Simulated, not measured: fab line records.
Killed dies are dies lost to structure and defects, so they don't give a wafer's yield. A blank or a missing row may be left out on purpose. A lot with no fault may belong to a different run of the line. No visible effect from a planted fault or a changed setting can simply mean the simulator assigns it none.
Struck lot and sound lot, side by side :: flow gf180mcu :: 18 steps out of a route of 602
Sound: these wafers, L140.2, L140.4, L140.6. Struck: wafer L151.5 (left out: L151.1, L151.6 of the same lot, which were not struck); the cause appears at the end.
Each step with rows lists, per side, the tool, then ch with its chambers, then its first start. Under that, the readings that differ: sound wafers :: struck wafers :: difference of the means :: sigmas: that difference in standard deviations of wafers without a fault.
alike: a reading whose means differ by less than 2 such deviations, as well as words and numbers matching on both sides. not compared: withheld readings; readings where some wafer has no value; bounds like >300 that might hide an equal value; numbers whose values overlap and for which the record gives no deviation.
A row with sigmas, a row that says differs or no value, or rows on one side alone: a step with any of these is where the two part. Numbers that have no deviation but don't overlap get no sigmas and don't part them. A reading missing from all wafers of one side parts the sides only when that side holds two or more wafers.

first, 3 steps without rows for these wafers: GF_V3_EXPOSE_11 (exposes mask Via3, target cd 260 nm); GF_V3_PEB_12 (peb time 90 s); GF_V3_DEVELOP_13 (develop time 60 s).
GF_V3_CD_MEAS_14: the cd target is 260 nm.
  struck on cdSem-02, day 27 01:33; sound on cdSem-02, day 23 08:18
  alike: cdNm
GF_V3_OVL_MEAS_15:
  struck on overlay-02, day 27 01:40; sound on overlay-02, day 23 08:24
  alike: V3_OVL
GF_V3_ETCH_16: etches BARC in N2/H2.
  sound on rieDiel-03 ch 1,3, day 23 08:26; struck on rieDiel-03 ch 2, day 27 01:42
reading: throttleValvePct (%)
sound: 13.214 13.217 13.222
struck: 13.243
difference: +0.025
sigmas: +3
  alike: drypumpMotorCurrentA, oesProductAu
GF_V3_ETCH_17: etches SiO2 in C4F8/O2/Ar, stops on TiN, target depth 635 nm.
  sound: rieDiel-03 ch 1,3; struck: rieDiel-03 ch 2
  alike: oesProductAu
GF_V3_STRIP_18: strips in O2/N2.
  sound on plasmaAsher-01 ch 0,1, day 23 08:34; struck on plasmaAsher-02 ch 0, day 27 01:50
reading: drypumpMotorCurrentA (A)
sound: 5.0 5.2 5.2
struck: 6.2
difference: +1.1
sigmas: +2

reading: heaterPowerW (W)
sound: 299 313 302
struck: 413
difference: +108
sigmas: +3

reading: oesProductAu (a.u.)
sound: 0.582 0.592 0.590
struck: 0.599
difference: +0.011
sigmas: +2
  not compared: rfHoursCounterH
then, 3 steps without rows for these wafers: GF_V3_STRIP_19 (strips in post etch residue remover, time 1200 s); GF_V3_CLEAN_20 (cleans in DIW); GF_V3_SPUTTER_21 (material Ti, target thk 15 nm, time 80.02 s).
GF_V3_SPUTTER_22: material TiN, target thk 10 nm, time 40 s.
  struck on pvdSputter-02, day 27 02:26; sound on pvdSputter-01, day 23 09:10
reading: throttleValvePct (%)
sound: 31.5 31.3 31.6
struck: 29.6
difference: -1.9
sigmas: -2
  alike: cathodeDcPowerW
GF_V3_CVD_23: deposits W, target thk 350 nm, time 104.9 s.
  sound on cvdW-02 ch 0,1, day 23 09:12; struck on cvdW-01 ch 1, day 27 02:28
reading: model.W_of_V3_CVD_23.thkNm (nm)
sound: 358.7 354.9 352.5
struck: 132.3
difference: -223.1
sigmas: 
  alike: heaterPowerW
GF_V3_RS_MEAS_24: measurement is done with a four-point probe.
  struck on filmMetro-01, day 27 02:52; sound on filmMetro-04, day 23 09:20
reading: V3_W_RS (ohm/sq)
sound: 0.320 0.323 0.325
struck: 0.880
difference: +0.557
sigmas: +99 or more
  not compared: hold
GF_V3_THK_MEAS_25: measures by xrf.
  struck on filmMetro-01, day 27 09:13; sound on filmMetro-04, day 23 09:26
reading: V3_W_THK (nm)
sound: 354 349 350
struck: 131
difference: -220
sigmas: -42
  not compared: hold
GF_V3_CMP_26: polishes, stops on SiO2, t overpolish 15 s, target thk 0 nm.
  sound on cmp-02 ch 1,2,3, day 23 09:35; struck on cmp-01 ch 1, day 27 16:51
reading: hold
sound: - - -
struck: awaitDispo/7.6h/release
difference: no value on the sound wafers
sigmas: 

reading: timeToEndpointS (s)
sound: 78 86 81
struck: 30
difference: -52
sigmas: -11
  alike: motorCurrentA, slurryFilterDpKPa
GF_M4_SPUTTER_00: material Ti, target thk 37.5 nm, time 150 s.
  struck on pvdSputter-03, day 27 17:09; sound on pvdSputter-02, day 23 09:47
reading: cathodeDcPowerW (W)
sound: 3999.4 4000.3 3998.9
struck: 4002.0
difference: +2.5
sigmas: +3
  alike: throttleValvePct
following that, these wafers have no rows for 1 step: GF_PASSIVATION_PROBE_99.

== WHERE THEY PART ==
Last at GF_M4_SPUTTER_00 as far as this record goes, first at GF_V3_ETCH_16.

WHY: whatever the simulator had introduced
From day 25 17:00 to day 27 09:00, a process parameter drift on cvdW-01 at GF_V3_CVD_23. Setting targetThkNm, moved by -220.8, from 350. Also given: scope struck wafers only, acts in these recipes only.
